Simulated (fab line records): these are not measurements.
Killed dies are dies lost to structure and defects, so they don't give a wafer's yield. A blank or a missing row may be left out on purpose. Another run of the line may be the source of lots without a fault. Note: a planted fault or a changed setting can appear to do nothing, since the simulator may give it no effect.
Which tool is to blame? | flow gf180mcu | 36 wafers from 12 lots sampled at 5 of the route's 602 steps

## WHAT THE GAUGES SHOWED, per wafer
GF_M3_CD_MEAS_14: target cd 280 nm.
lot  | measured     | on        | cd-nm (nm)
L291 | day 21 16:04 | cd-sem-01 | 279.2 279.1 279.4
L293 | day 22 10:09 | cd-sem-02 | 281.1 280.7 280.9
L294 | day 22 18:46 | cd-sem-01 | 281.4 281.5 280.0
L297 | day 23 21:43 | cd-sem-01 | 278.9 279.2 280.3
L298 | day 24 03:04 | cd-sem-02 | 279.4 277.5 279.8
L299 | day 24 10:25 | cd-sem-02 | 280.8 282.2 281.6
L300 | day 24 22:08 | cd-sem-01 | 280.2 279.7 280.3
L301 | day 25 08:29 | cd-sem-02 | 280.5 279.8 278.8
L304 | day 26 04:45 | cd-sem-01 | 278.4 277.8 279.2
L309 | day 27 14:20 | cd-sem-02 | 282.6 282.4 281.6
L311 | day 28 09:04 | cd-sem-02 | 279.3 279.7 278.8
L312 | day 28 13:01 | cd-sem-01 | 281.8 280.4 279.9

GF_V3_THK_MEAS_03.
lot  | measured     | on            | V3_CVD_02_THK (nm)
L291 | day 21 17:06 | film-metro-01 | 836 830 845
L293 | day 22 11:10 | film-metro-02 | 837 847 860
L294 | day 22 19:50 | film-metro-01 | 858 831 852
L297 | day 23 22:50 | film-metro-04 | 858 840 846
L298 | day 24 04:11 | film-metro-02 | 845 841 863
L299 | day 24 11:25 | film-metro-01 | 844 841 837
L300 | day 24 23:09 | film-metro-02 | 848 858 857
L301 | day 25 09:29 | film-metro-04 | 850 842 856
L304 | day 26 05:45 | film-metro-04 | 833 852 834
L309 | day 27 15:19 | film-metro-04 | 837 841 851
L311 | day 28 10:04 | film-metro-02 | 685 676 868 686 676 868
L312 | day 28 14:01 | film-metro-02 | 672 679 852 672 678 852

## WHAT TOOL EACH LOT RAN ON (gives the tool, then ch and the chambers of the sampled wafers, and finally the start)
lot  | GF_V2_ETCH_17                                 | GF_M3_SPUTTER_03             | GF_V3_CVD_02
L291 | rie-diel-01 ch 1,2, day 20 14:59 or earlier   | pvd-sputter-03, day 20 14:59 | pecvd-03 ch 0,1, day 21 17:02
L293 | rie-diel-03 ch 0,1,3, day 21 11:14 or earlier | pvd-sputter-01, day 21 11:14 | pecvd-03 ch 0,1, day 22 11:06
L294 | rie-diel-03 ch 1,2, day 21 19:20 or earlier   | pvd-sputter-02, day 21 19:20 | pecvd-01 ch 1,2, day 22 19:46
L297 | rie-diel-03 ch 0,2, day 22 22:52 or earlier   | pvd-sputter-03, day 22 22:52 | pecvd-01 ch 1,2, day 23 22:46
L298 | rie-diel-01 ch 1,3, day 23 04:59 or earlier   | pvd-sputter-01, day 23 04:59 | pecvd-03 ch 1,2, day 24 04:07
L299 | rie-diel-02 ch 0,1,3, day 23 12:34 or earlier | pvd-sputter-01, day 23 12:34 | pecvd-02 ch 0,1,2, day 24 11:21
L300 | rie-diel-02 ch 0,2, day 24 00:26 or earlier   | pvd-sputter-01, day 24 00:26 | pecvd-01 ch 0,2, day 24 23:04
L301 | rie-diel-02 ch 0,2,3, day 24 10:32 or earlier | pvd-sputter-03, day 24 10:32 | pecvd-02 ch 0,2, day 25 09:24
L304 | rie-diel-01 ch 0,2,3, day 25 08:08 or earlier | pvd-sputter-01, day 25 08:08 | pecvd-02 ch 0,1,2, day 26 05:41
L309 | rie-diel-01 ch 0,3, day 26 17:47 or earlier   | pvd-sputter-03, day 26 17:47 | pecvd-03 ch 0,2, day 27 15:14
L311 | rie-diel-01 ch 1,2,3, day 27 13:43 or earlier | pvd-sputter-01, day 27 13:43 | pecvd-02 ch 0,2, day 28 10:00
L312 | rie-diel-03 ch 0,1,3, day 27 16:55 or earlier | pvd-sputter-01, day 27 16:55 | pecvd-02 ch 0,1,2, day 28 13:57
- GF_V2_ETCH_17: etches SiO2 in C4F8/O2/Ar, stops on TiN, target depth 630 nm.
- GF_M3_SPUTTER_03: material Ti, target thk 10 nm, time 6.7 s.
- GF_V3_CVD_02: deposits SiO2 from TEOS, target thk 850 nm, time 94.851 s.

## WHAT THE TOOLS THEMSELVES READ (means of the sampled wafers that have a number; where no wafer has one, the mark that the record gives instead)
GF_V2_ETCH_17.
lot  | tool        | oes-product-au (a.u.)
L291 | rie-diel-01 | 0.854
L293 | rie-diel-03 | 0.855
L294 | rie-diel-03 | 0.859
L297 | rie-diel-03 | 0.853
L298 | rie-diel-01 | 0.852
L299 | rie-diel-02 | 0.860
L300 | rie-diel-02 | 0.857
L301 | rie-diel-02 | 0.856
L304 | rie-diel-01 | 0.855
L309 | rie-diel-01 | 0.862
L311 | rie-diel-01 | 0.856
L312 | rie-diel-03 | 0.854

GF_M3_SPUTTER_03.
lot  | tool           | throttle-valve-pct (%)
L291 | pvd-sputter-03 | 29.0
L293 | pvd-sputter-01 | 29.5
L294 | pvd-sputter-02 | 30.5
L297 | pvd-sputter-03 | 28.9
L298 | pvd-sputter-01 | 29.1
L299 | pvd-sputter-01 | 29.2
L300 | pvd-sputter-01 | 29.9
L301 | pvd-sputter-03 | 29.3
L304 | pvd-sputter-01 | 28.9
L309 | pvd-sputter-03 | 29.4
L311 | pvd-sputter-01 | 29.5
L312 | pvd-sputter-01 | 29.1

GF_V3_CVD_02.
lot  | tool     | heater-power-w (W) | run-length-s (s)
L291 | pecvd-03 | 705                | 122.0
L293 | pecvd-03 | 630                | 122.1
L294 | pecvd-01 | 829                | 122.8
L297 | pecvd-01 | 819                | 122.8
L298 | pecvd-03 | 638                | 122.6
L299 | pecvd-02 | 564                | 122.5
L300 | pecvd-01 | 845                | 123.1
L301 | pecvd-02 | 617                | 122.3
L304 | pecvd-02 | 502                | 122.7
L309 | pecvd-03 | 569                | 122.8
L311 | pecvd-02 | 523                | 109.9
L312 | pecvd-02 | 547                | 110.0

## THE ANSWER, worked out from the rows above alone
Rule: what is usual is taken from the lots themselves. Put in order of their means at a reading, lots are off if they are a third of the lots or fewer, leave a main group of 4 or more, and stand apart from it by a gap of 3 or more times the standard deviation of the main group's means; of several such gaps the widest counts. The tables above print the reading to a certain number of digits; a main group whose means all agree to those digits is not used. A lot without any number at a reading at which 4 lots or more have one is off too. All remaining lots with rows at the step are treated as sound. First the gauges in route order, then the tools' own readings, where a lot's mean is used as printed above. The first step at which some lot is off is used, and at that step the reading that is off furthest; a lot without a number counts as furthest.
Off: L311, L312, seen at GF_V3_THK_MEAS_03 (V3_CVD_02_THK). Mean 846 nm and standard deviation 5.1 in the main group.
If a tool, at a process step before that reading, ran all the lots that are off and no sound lot after the first of them, it fits. Not tried: the gauges at GF_V3_THK_MEAS_03; whatever is off there is also off at GF_V3_CVD_02, on other tools, and gauge error can't account for it. GF_V2_ETCH_17 gives no start for some lots, so the hours and the order of its lots are those of GF_M3_SPUTTER_03. Undecided on this evidence; 2 tools fit (pvd-sputter-01 at GF_M3_SPUTTER_03, pecvd-02 at GF_V3_CVD_02).

## WHAT THE SIMULATOR HAD PUT IN
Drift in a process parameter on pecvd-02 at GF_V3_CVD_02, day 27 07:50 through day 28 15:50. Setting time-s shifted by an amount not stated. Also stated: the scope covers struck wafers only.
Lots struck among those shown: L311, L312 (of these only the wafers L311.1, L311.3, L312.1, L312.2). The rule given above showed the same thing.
